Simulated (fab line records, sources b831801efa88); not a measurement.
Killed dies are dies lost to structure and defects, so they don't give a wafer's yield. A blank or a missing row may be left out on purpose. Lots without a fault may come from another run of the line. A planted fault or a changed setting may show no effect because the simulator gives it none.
Chamber matching | flow sky130 | SKY_VIA4_CMP_02 on cmp-02: 4 sister chambers
The step polishes SiO2. 8 wafers are shown with their chamber, then 11 later ones without.

WAFERS WITH THEIR CHAMBER
wafer  | chamber | motor_current_A (A) | edge_zone_pressure_frac
L074.3 | 3       | 11.4                | 0.998
L076.1 | 3       | 11.9                | 1.005
L086.3 | 2       | 12.4                | 0.995
L086.4 | 1       | 12.1                | 1.000
L087.1 | 1       | 11.7                | 1.006
L087.2 | 2       | 12.7                | 1.002
L087.3 | 0       | 11.9                | 0.996
L089.3 | 0       | 12.3                | 1.000

WAFERS WITHOUT THEIR CHAMBER
wafer  | motor_current_A (A) | edge_zone_pressure_frac
L089.4 | 12.3                | 1.001
L089.5 | 12.5                | 0.996
L091.2 | 11.3                | 0.997
L091.4 | 12.9                | 1.004
L091.6 | 11.9                | 0.995
L092.1 | 11.7                | 0.992
L092.4 | 11.8                | 1.002
L092.5 | 11.8                | 1.006
L097.1 | 13.5                | 0.991
L097.4 | 11.7                | 1.011
L097.5 | 11.8                | 0.992

WHICH CHAMBER EACH WENT THROUGH
wafer  | from the rows above               | in truth
L089.4 | can't be placed: 0 or 2 or 1 or 3 | 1
L089.5 | can't be placed: 2 or 0           | 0
L091.2 | can't be placed: 3 or 1 or 0      | 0
L091.4 | can't be placed: 2 or 0 or 1      | 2
L091.6 | can't be placed: 0 or 3 or 1 or 2 | 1
L092.1 | can't be placed: 0 or 3 or 1 or 2 | 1
L092.4 | can't be placed: 1 or 3 or 0      | 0
L092.5 | can't be placed: 1 or 3 or 0      | 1
L097.1 | can't be placed: 2 or 0           | 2
L097.4 | can't be placed: 1 or 3 or 0      | 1
L097.5 | can't be placed: 0 or 3 or 1 or 2 | 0
Placed correctly: 0 of 11. Can't be placed from these rows: 11 (the true chamber is among the candidates in 11). Placed wrongly: 0.
How it was worked out, from the rows above alone: a wafer's distance from a chamber is the root of the sum, over the readings, of the square of ((its reading less the chamber's mean) divided by the reading's scatter). The wafer belongs to the nearest chamber; if the next one is less than 2 further off, it can't be placed. A chamber's mean is the mean of its shown wafers. The scatter: the root of (the sum of the squares of (reading less its chamber's mean) over the shown wafers, divided by (wafers less chambers)).
